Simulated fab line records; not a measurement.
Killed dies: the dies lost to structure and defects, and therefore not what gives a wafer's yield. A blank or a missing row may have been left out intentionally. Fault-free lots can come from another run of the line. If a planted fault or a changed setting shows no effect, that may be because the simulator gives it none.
2 desks, one fault ; flow gf180mcu ; each desk holds nothing but its own numbers, with what lay behind them at the end

FOR THE TOOL OWNER'S DESK: pvdSputter-04
At GF_TOP_METAL_SPUTTER_01 (material TiN, target thk 30 nm, time 25 s) the tool's own readings: per lot run on this tool, the mean of the sampled wafers that have a number. Any lot whose mean is over 4 standard deviations away from the usual mean is out of limits and marked OUT; that distance is given in the brackets.
Columns: A = cathodeDcPowerW at GF_TOP_METAL_SPUTTER_01, usual 6500.1 W; B = chamberPressurePa at GF_TOP_METAL_SPUTTER_01, usual 0.4000 Pa; C = throttleValvePct at GF_TOP_METAL_SPUTTER_01, usual 30.0 %
lot;first seen here;A;B;C
L907;day 28 12:32;6498.8;0.3999;30.7
L919;day 31 10:58;6500.7;0.4001;30.1
L921;day 31 21:52;6500.2;0.4008;30.7
L924;day 32 17:51;6499.8;0.3999;30.6
L926;day 33 06:55;6499.5;0.4004;29.5
L928;day 33 14:39;6500.9;0.3990;29.6
This desk's finding: nothing out of limits on any of the 6 lots.

FROM THE METROLOGY DESK
Means of the sampled wafers that have a number, per lot and without regard to the tool the lot ran on: this is what the gauges read. Any lot whose mean is over 4 standard deviations away from the usual mean is out of limits and marked OUT; that distance is given in the brackets.
Columns: A = V5_CVD_02_THK at GF_V5_THK_MEAS_03, usual 1450 nm; B = V5_BOW at GF_V5_BOW_MEAS_05, usual 134 um
lot;first seen here;A;B
L906;day 26 16:52;1462;144
L908;day 27 14:18;1464;137
L907;day 27 14:43;1447;139
L909;day 27 16:03;1474;119
L910;day 28 06:45;1466;126
L912;day 28 17:56;1451;136
L913;day 28 22:17;1451;129
L919;day 30 15:35;1419;128
L921;day 31 02:10;1476;143
L922;day 31 07:22;1467;143
L923;day 31 19:53;1466;130
L924;day 31 22:35;1459;125
L926;day 32 12:14;1439;130
L928;day 32 20:39;1424;135
This desk's finding: nothing out of limits on any of the 14 lots.

PUT TOGETHER
The desk of the tool owner found nothing out of limits.
The metrology desk saw nothing out of limits.

WHAT THE SIMULATOR HAD PUT IN
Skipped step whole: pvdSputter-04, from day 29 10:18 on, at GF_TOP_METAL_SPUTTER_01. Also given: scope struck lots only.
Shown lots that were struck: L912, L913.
